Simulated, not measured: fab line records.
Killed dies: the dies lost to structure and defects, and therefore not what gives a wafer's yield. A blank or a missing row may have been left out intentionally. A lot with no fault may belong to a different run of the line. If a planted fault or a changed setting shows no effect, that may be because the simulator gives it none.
Problem report, 8D (eight disciplines) form, completed by code :: flow gf180mcu :: the parts of the form that need people (team, actions taken, sign-off) are left out

1. THE PROBLEM
Mean NSD_RS at GF_PSD_RS_MEAS_14: 43.77 ohm/sq over 3 wafers in 2 lots; fault-free wafers: 46.16 ohm/sq, standard deviation 0.098. Relative to the usual mean, that is a shift of -24 standard deviations.
The step: measures by four-point-probe.
The first sign was on wafer L260.1 at day 19 14:14, on film-metro-03. The record has a number at this step for 34 wafers belonging to 12 lots. Rule for "out", or "out of limits": more than 4 standard deviations from the usual mean. Any other wafer with a number is counted as sound.

2. WHAT IT IS, WHAT IT ISN'T
question: which readings at this step
is: NSD_RS
is not: -

question: which lots
is: L260, L261
is not: L245, L247, L248, L251, L252, L253, L262, L264, L267, L268

question: which wafers of those lots
is: L260.1, L261.1, L261.5
is not: L260.3

question: read on which gauges
is: film-metro-01, film-metro-03
is not: film-metro-02

question: when
is: from day 19 14:14
is not: up to then (19 sound wafers); but 12 sound wafers of L262, L264, L267, L268 came after

3. SUSPECTS, AND WHAT RULES EACH OUT
Counting: any tool at a process step up to the reading remains a suspect provided it ran every lot that is out. Sound lots after the first of them don't rule it out here, since some wafers of a struck lot are sound.
- the gauge at GF_PSD_RS_MEAS_14: ruled out. Those wafers that are out were read across 2 gauges (film-metro-01, film-metro-03).
- rtp-anneal-02 at GF_PSD_RTA_13 (time 20 s): kept. Ran every lot that is out, first one L260 (day 19 14:09); last sound lot up to then L252 (day 17 04:01). Its own run-length-s readings are out on those wafers.
Remaining after the count: rtp-anneal-02 at GF_PSD_RTA_13.

4. THE CAUSE (what the simulator had put in)
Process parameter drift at GF_PSD_RTA_13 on rtp-anneal-02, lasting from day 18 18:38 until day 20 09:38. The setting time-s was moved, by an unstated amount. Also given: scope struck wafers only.
Counting left only this tool.

5. THE CHAIN OF EFFECTS, in route order
Rows list readings where the struck wafers' mean (over those with a number) sits beyond 3 standard deviations from the usual. Only readings whose record carries a usual standard deviation are examined. hours: median over the lots of the time between each lot's start at the first step of this table that gives one and its start at this step. sigmas: the change, counted in usual standard deviations.
hours: 0
step: GF_PSD_RTA_13
reading: run-length-s
usual: 48.8 s
on struck wafers: 60.7
change: +11.9
sigmas: +19

hours: 0
step: GF_PSD_RS_MEAS_14
reading: NSD_RS
usual: 46.16 ohm/sq
on struck wafers: 43.77
change: -2.39
sigmas: -24

hours: 2
step: GF_PSD_RS_MEAS_15
reading: PSD_RS
usual: 108.6 ohm/sq
on struck wafers: 103.7
change: -4.9
sigmas: -16
It contains these process steps:
- GF_PSD_RTA_13: time 20 s.
At these later measuring or inspecting steps, every struck wafer for which the step has a row has a number for every such reading, and none has moved that far: GF_CONTACT_THK_MEAS_03.

6. WHAT WOULD HAVE CAUGHT IT SOONER
The first out-of-limits reading at a measuring or inspecting step in this record came at day 19 14:14, 20 hours after the fault's start at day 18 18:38.
The tool's own readings at GF_PSD_RTA_13 were out on every struck wafer that the step has a row for (run-length-s): an alarm limit on them would have fired on the first of those.
Lots out: 2; of these, L261 started GF_PSD_RTA_13 on rtp-anneal-02 after day 19 14:14. Holding the tool at that time would have saved it.
